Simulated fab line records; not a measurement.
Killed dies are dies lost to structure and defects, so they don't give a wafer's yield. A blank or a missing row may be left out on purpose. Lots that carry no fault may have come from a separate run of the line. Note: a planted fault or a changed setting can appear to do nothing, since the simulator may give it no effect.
Which of the tools did it? | flow sky130 | 10 lots with 30 wafers sampled at 5 steps, on a route of 708 steps

== WHAT THE GAUGES READ, wafer by wafer ==
SKY_PASSIVATION_THK_MEAS_03.
lot  | measured     | on           | PASSIVATION_CVD_02_THK (nm)
L317 | day 44 09:02 | filmMetro-02 | 541 544 546
L318 | day 44 21:47 | filmMetro-04 | 535 539 544
L319 | day 45 02:54 | filmMetro-04 | 546 549 544
L321 | day 45 11:52 | filmMetro-02 | 543 540 546
L327 | day 47 09:41 | filmMetro-03 | 546 533 547
L328 | day 47 14:17 | filmMetro-02 | 534 521 536
L329 | day 47 18:14 | filmMetro-03 | 537 527 542
L334 | day 48 14:32 | filmMetro-03 | 970 980 995
L336 | day 49 01:10 | filmMetro-04 | 968 983 979
L337 | day 49 07:48 | filmMetro-04 | 534 530 532

== WHICH TOOL RAN EACH LOT (tool, then ch and the chambers of the sampled wafers, then the start) ==
lot  | SKY_METAL4_DESCUM_15             | SKY_METAL4_ETCH_16               | SKY_METAL5_SPUTTER_00       | SKY_PASSIVATION_CVD_02
L317 | rieMetal-04 ch 0, day 42 07:15   | rieMetal-04 ch 0, day 42 07:20   | pvdSputter-02, day 43 08:59 | pecvd-02 ch 0,1, day 44 08:47
L318 | rieMetal-04 ch 0,1, day 42 19:45 | rieMetal-04 ch 0,1, day 42 19:47 | pvdSputter-02, day 43 22:09 | pecvd-02 ch 0,1,2, day 44 21:34
L319 | rieMetal-04 ch 0,1, day 43 02:52 | rieMetal-04 ch 0,1, day 43 02:55 | pvdSputter-03, day 44 04:08 | pecvd-02 ch 0,1, day 45 02:39
L321 | rieMetal-03 ch 0,1, day 43 12:30 | rieMetal-03 ch 0,1, day 43 12:32 | pvdSputter-04, day 44 13:38 | pecvd-01 ch 1,2, day 45 11:37
L327 | rieMetal-04 ch 0,1, day 45 14:29 | rieMetal-04 ch 0,1, day 45 14:31 | pvdSputter-04, day 46 13:11 | pecvd-03 ch 0,1, day 47 09:27
L328 | rieMetal-03 ch 0,1, day 45 19:10 | rieMetal-03 ch 0,1, day 45 19:13 | pvdSputter-03, day 46 18:01 | pecvd-03 ch 0,1, day 47 14:04
L329 | rieMetal-02 ch 0,1, day 45 22:04 | rieMetal-02 ch 0,1, day 45 22:07 | pvdSputter-03, day 46 21:26 | pecvd-03 ch 0,1, day 47 18:01
L334 | rieMetal-04 ch 0,1, day 46 21:24 | rieMetal-04 ch 0,1, day 46 21:26 | pvdSputter-03, day 47 19:01 | pecvd-03 ch 0,1, day 48 14:13
L336 | rieMetal-02 ch 1, day 47 06:59   | rieMetal-02 ch 1, day 47 07:01   | pvdSputter-02, day 48 04:26 | pecvd-03 ch 0,2, day 49 00:55
L337 | rieMetal-04 ch 0, day 47 13:54   | rieMetal-04 ch 0, day 47 13:58   | pvdSputter-04, day 48 12:05 | pecvd-02 ch 0,1,2, day 49 07:34
- SKY_METAL4_DESCUM_15: chemistry O2, time 8 s.
- SKY_METAL4_ETCH_16: etches BARC in N2/H2, stops on SiO2, time 88.2 s, target depth 60 nm.
- SKY_METAL5_SPUTTER_00: material Ti, target thk 15 nm, time 10 s.
- SKY_PASSIVATION_CVD_02: deposits Si3N4, target thk 540 nm.

== THE ANSWER, worked out from the rows above alone ==
Rule: the lots themselves supply what counts as usual. The widest of any qualifying gaps counts: lots, ordered by their means at a reading, are off when they make up no more than a third of the lots, leave a main group of 4 or more, and stand apart from it by 3 or more times the standard deviation of that group's means. A main group is skipped when, at the precision printed for the reading in the tables above, its means are all equal. Also off: a lot with no number at a reading for which 4 or more lots have one. Where the step has rows for the other lots, those lots are counted as sound.
Off: L334, L336, seen at SKY_PASSIVATION_THK_MEAS_03 (PASSIVATION_CVD_02_THK). The main group: mean 539 nm, standard deviation 5.5.
If a tool, at a process step before that reading, ran all the lots that are off and no sound lot after the first of them, it fits. Gauges at SKY_PASSIVATION_THK_MEAS_03: tried the same way as those tools. One fits: SKY_PASSIVATION_CVD_02 on pecvd-03. A fault onset in the window from L329 (day 47 18:01, its last sound lot) to L334 (day 48 14:13, its first lot off) fits.

== WHAT THE SIMULATOR HAD INSERTED ==
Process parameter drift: pecvd-03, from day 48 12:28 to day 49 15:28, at SKY_PASSIVATION_CVD_02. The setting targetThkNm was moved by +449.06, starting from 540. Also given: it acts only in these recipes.
Lots struck among those shown: L334, L336. The rule above reached the same finding.
